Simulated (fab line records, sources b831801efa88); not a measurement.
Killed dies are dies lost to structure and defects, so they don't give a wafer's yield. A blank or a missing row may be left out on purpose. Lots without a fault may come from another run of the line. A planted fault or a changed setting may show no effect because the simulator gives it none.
Which tool did it? | flow gf180mcu | 7 lots, 21 wafers sampled, at 2 steps of a route of 602

WHAT THE GAUGES READ, wafer by wafer
GF_M5_OVL_MEAS_08.
lot  | measured     | on         | M5_OVL (nm)
L654 | day 27 08:41 | overlay-01 | -6 -7 -8
L658 | day 28 20:34 | overlay-02 | -7 -2 -1
L663 | day 30 04:26 | overlay-02 | -4 -12 -6
L667 | day 31 06:35 | overlay-01 | 0 -3 3
L669 | day 31 19:47 | overlay-02 | -2 -2 -6
L671 | day 32 09:49 | overlay-02 | -12 -20 -4
L674 | day 33 00:13 | overlay-01 | -1 2 -4

WHICH TOOL RAN EACH LOT (tool, then ch and the chambers of the sampled wafers, then the start)
lot  | GF_MIM_SPUTTER_09
L654 | pvd_sputter-03, day 25 14:58
L658 | pvd_sputter-03, day 27 03:29
L663 | pvd_sputter-01, day 28 14:19
L667 | pvd_sputter-01, day 29 17:59
L669 | pvd_sputter-03, day 30 08:05
L671 | pvd_sputter-01, day 30 22:10
L674 | pvd_sputter-01, day 31 14:56
- GF_MIM_SPUTTER_09: material TiN, target thk 35 nm, time 29.2 s.

THE ANSWER, worked out from the rows above alone
Rule: what is usual is taken from the lots themselves. Put in order of their means at a reading, lots are off if they are a third of the lots or fewer, leave a main group of 4 or more, and stand apart from it by a gap of 3 or more times the standard deviation of the main group's means; of several such gaps the widest counts. A main group whose means are all the same, to the digits that the tables above print for the reading, isn't used. A lot without any number at a reading at which 4 lots or more have one is off too. The other lots that the step has rows for count as sound.
No lot is off at any reading shown: from this, nothing can be told.

WHAT THE SIMULATOR HAD PUT IN
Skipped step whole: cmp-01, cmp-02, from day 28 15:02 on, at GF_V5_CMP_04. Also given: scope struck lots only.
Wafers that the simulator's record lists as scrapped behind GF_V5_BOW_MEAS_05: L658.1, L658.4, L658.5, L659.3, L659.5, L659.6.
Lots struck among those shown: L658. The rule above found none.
